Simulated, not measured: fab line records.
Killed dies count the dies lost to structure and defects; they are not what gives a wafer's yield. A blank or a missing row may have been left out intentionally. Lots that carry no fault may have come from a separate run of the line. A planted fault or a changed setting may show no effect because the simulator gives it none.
Struck lot and sound lot, side by side + flow sky130 + 15 steps out of a route of 708
Sound: wafers L606.4, L606.5, L606.6. Wafers L599.1, L599.2, L599.5 were the ones struck. The cause is named last.
Order at every step that has rows: each side's tool, ch and its chambers, its first start. Under that, the readings that differ: sound wafers + struck wafers + difference of the means + sigmas: that difference in standard deviations of wafers without a fault.
alike: readings with means less than 2 such deviations apart, plus words and numbers identical on both sides. not compared: withheld readings, readings lacking a value on some wafer, bounds such as >300 that could conceal the same value, and numbers that have no deviation in the record and whose values overlap.
Wherever a step has rows on one side only, a row that says differs or no value, or a row with sigmas, the two part there. Numbers that have no deviation but don't overlap get no sigmas and don't part them. A reading that every wafer of one side lacks parts them only if that side has two wafers or more.

first, 5 steps without rows for these wafers: SKY_SONOS_TUNNEL_COAT_02 (resist thk 1140 nm); SKY_SONOS_TUNNEL_SOFTBAKE_03 (time 60 s); SKY_SONOS_TUNNEL_EXPOSE_04 (exposes mask TUNM, target cd 410 nm); SKY_SONOS_TUNNEL_PEB_05; SKY_SONOS_TUNNEL_DEVELOP_06 (develop time 60 s).
SKY_SONOS_TUNNEL_CD_MEAS_07: target cd 410 nm.
  sound: cd_sem-02 at day 18 11:22; struck: cd_sem-01 at day 15 13:34
  alike: cd_nm
SKY_SONOS_TUNNEL_OVL_MEAS_08:
  sound: overlay-01 at day 18 11:26; struck: overlay-01 at day 15 13:41
  alike: SONOS_TUNNEL_OVL
then, 3 steps without rows for these wafers: SKY_SONOS_TUNNEL_IMPLANT_09; SKY_SONOS_TUNNEL_WET_ETCH_10 (etches SiO2 in dHF, target depth 14 nm, time 280 s); SKY_SONOS_TUNNEL_STRIP_11 (strips in SPM, time 600 s).
SKY_SONOS_TUNNEL_TW_MEAS_12:
  sound: film_metro-03 at day 18 11:59; struck: film_metro-02 at day 15 14:08
| reading         | sound             | struck            | difference | sigmas |
|-----------------|-------------------|-------------------|------------|--------|
| SONOS_TUNNEL_TW | 197.8 197.5 198.2 | 201.6 202.8 201.9 | +4.3       | +2     |
then, 1 step without rows for these wafers: SKY_SONOS_TUNNEL_CLEAN_13 (cleans in dHF, time 20 s).
SKY_SONOS_ONO_OXIDATION_00: stabilise 600 s, purge 300 s, target thk 2.6 nm.
  sound on furnace-01 ch 0, day 18 12:27; struck on furnace-02 ch 0, day 15 15:35
| reading                                          | sound                | struck               | difference | sigmas      |
|--------------------------------------------------|----------------------|----------------------|------------|-------------|
| spike_tc_centre_C (C)                            | 799.8 799.6 799.8    | 783.4 783.0 781.8    | -17.0      | -13         |
| spike_tc_lower_C (C)                             | 799.2 799.6 800.3    | 785.9 786.4 785.5    | -13.8      | -10         |
| spike_tc_top_C (C)                               | 811.8 811.3 810.8    | 796.7 791.5 792.1    | -17.9      | -9          |
| spike_tc_upper_C (C)                             | 800.0 800.1 800.0    | 785.3 785.7 785.2    | -14.6      | -11         |
| tube_center_temp_C (C)                           | 800.07 799.87 799.99 | 784.66 784.71 784.51 | -15.35     | -99 or more |
| tube_center_temp_C_max                           | 802.5 802.0 801.8    | 786.7 786.7 786.2    | -15.6      | -49         |
| model.SiO2_of_SONOS_ONO_OXIDATION_00.thk_nm (nm) | 2.59 2.584 2.578     | 2.113 2.111 2.12     | -0.469     |             |
  alike: spike_tc_bottom_C
SKY_SONOS_ONO_THK_MEAS_01:
  sound: film_metro-02 at day 18 13:50; struck: film_metro-02 at day 15 17:09
| reading                      | sound          | struck         | difference | sigmas |
|------------------------------|----------------|----------------|------------|--------|
| SONOS_ONO_OXIDATION_THK (nm) | 2.59 2.62 2.60 | 2.08 2.14 2.10 | -0.50      | -8     |
  not compared: hold
-- here the record skips 33 days between the struck wafers' starts before and after, leaving off in module SONOS_ONO and picking up in module PAD_OPEN (first step shown: number 708 of the route) --
SKY_PAD_OPEN_PROBE_99:
  sound: prober-02 at day 50 14:08; struck: prober-01 at day 49 00:47
| reading                                 | sound                   | struck                  | difference | sigmas |
|-----------------------------------------|-------------------------|-------------------------|------------|--------|
| model.etest.sonos_uncharged.r_on_ohm_um | 815.5 803.3 829.8       | 798.8 798.5 795         | -18.8      |        |
| model.etest.cap_ono.gate_log10_a_cm2    | -7.801 -7.875 -7.984    | -7.134 -7.32 -7.15      | +0.685     |        |
| model.etest.cap_ono.gate_bv_v (V)       | 16.15 16.4 16.23        | 15.57 15.6 15.29        | -0.77      |        |
| model.etest.cap_ono.tox_acc_nm (nm)     | 12.83 12.91 12.92       | 12.24 12.33 12.29       | -0.60      |        |
| model.etest.sonos_erased.vt_v (V)       | -2.283 -2.331 -2.2      | -2.584 -2.532 -2.59     | -0.297     |        |
| model.etest.sonos_baked.vt_less_v (V)   | -0.4863 -0.5386 -0.5228 | -0.7383 -0.6687 -0.7478 | -0.2024    |        |
| model.etest.sonos_programmed.vt_v (V)   | 1.476 1.487 1.487       | 1.606 1.591 1.65        | +0.132     |        |
  alike: killed_at_M0_to_M3, killed_at_M4_up, killed_at_contacts, killed_at_front_end, killed_at_other, killed_dies, killed_open, killed_short
  not compared: model.etest.sonos_erased.drive_ua_um

WHERE THEY PART
First at SKY_SONOS_TUNNEL_TW_MEAS_12; last, within this record, at SKY_SONOS_ONO_THK_MEAS_01. Later steps at which nothing parts them and some readings are alike: SKY_PAD_OPEN_PROBE_99.

WHY: the cause the simulator had injected
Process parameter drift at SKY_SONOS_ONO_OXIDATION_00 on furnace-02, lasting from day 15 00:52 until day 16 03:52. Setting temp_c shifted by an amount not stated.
